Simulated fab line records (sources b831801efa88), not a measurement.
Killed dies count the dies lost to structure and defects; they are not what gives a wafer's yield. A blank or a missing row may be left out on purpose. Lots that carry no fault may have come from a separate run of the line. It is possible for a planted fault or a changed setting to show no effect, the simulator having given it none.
2 desks, one fault	flow sky130	every desk sees just its own numbers, and what lay behind them comes last

DESK OF THE TOOL OWNER: rie-diel-02
The tool's own readings at SKY_CONTACT_ETCH_18 (etches Si3N4 in CHF3/O2, stops on TiN, time 39 s, target depth 75 nm): means of the sampled wafers that have a number, for each lot that ran on this tool. Marked OUT: a lot whose mean sits more than 4 standard deviations from the usual mean, which makes it out of limits; the brackets give that distance.
Columns: A = drypump-motor-current-A at SKY_CONTACT_ETCH_18, usual 5.8 A; B = oes-product-au at SKY_CONTACT_ETCH_18, usual 0.854 a.u.; C = rf-fwd-power-W at SKY_CONTACT_ETCH_18, usual 594.2 W; D = throttle-valve-pct at SKY_CONTACT_ETCH_18, usual 8.793 %
lot	first seen here	A	B	C	D
L742	day 33 11:00	5.9	0.854	596.1	8.789
L753	day 36 15:00	5.8	0.851	657.6 (+28) OUT	8.800
L756	day 37 14:00	5.8	0.858	628.8 (+15) OUT	8.793
This desk finds L753, L756 out of limits, L753 being first, at day 36 15:00 (rf-fwd-power-W at SKY_CONTACT_ETCH_18). L742 stayed within limits.

METROLOGY DESK
What the gauges read, lot by lot, whatever tool the lot ran on: means of the sampled wafers that have a number. Marked OUT: a lot whose mean sits more than 4 standard deviations from the usual mean, which makes it out of limits; the brackets give that distance.
Columns: A = LI_CONTACT_BOW at SKY_LI_CONTACT_BOW_MEAS_03, usual 55 um; B = LOCAL_INTERCONNECT_TIN_RS at SKY_LOCAL_INTERCONNECT_RS_MEAS_01, usual 14.15 ohm/sq
lot	first seen here	A	B
L738	day 27 19:56	45	14.09
L739	day 28 12:20	56	13.95
L740	day 28 21:28	54	14.37
L741	day 29 07:32	50	14.22
L742	day 29 22:15	57	13.85
L743	day 30 06:42	60	14.22
L744	day 30 15:31	58	14.31
L753	day 33 05:29	46	14.18
L756	day 34 04:32	55	14.03
L758	day 34 16:41	46	14.28
L759	day 35 01:43	58	14.09
L760	day 35 05:47	52	13.88
L761	day 35 11:46	49	14.17
This desk found nothing out of limits on any of the 13 lots.

ALL TOGETHER
The tool owner's desk had the chance to raise an alarm at day 36 15:00 on L753, L756.
The metrology desk saw nothing out of limits.
The metrology desk has L753, L756 on record, within its limits.
SKY_CONTACT_ETCH_18 was run on rie-diel-02 by each of the lots named.

WHAT HAD BEEN PUT IN BY THE SIMULATOR
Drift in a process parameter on rie-diel-02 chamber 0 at SKY_CONTACT_ETCH_18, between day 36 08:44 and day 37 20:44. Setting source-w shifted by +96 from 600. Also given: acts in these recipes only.
Lots struck among those shown: L753, L756.
How many hours passed from the start of the fault until each desk's first out-of-limits reading: the tool owner's desk, 6.
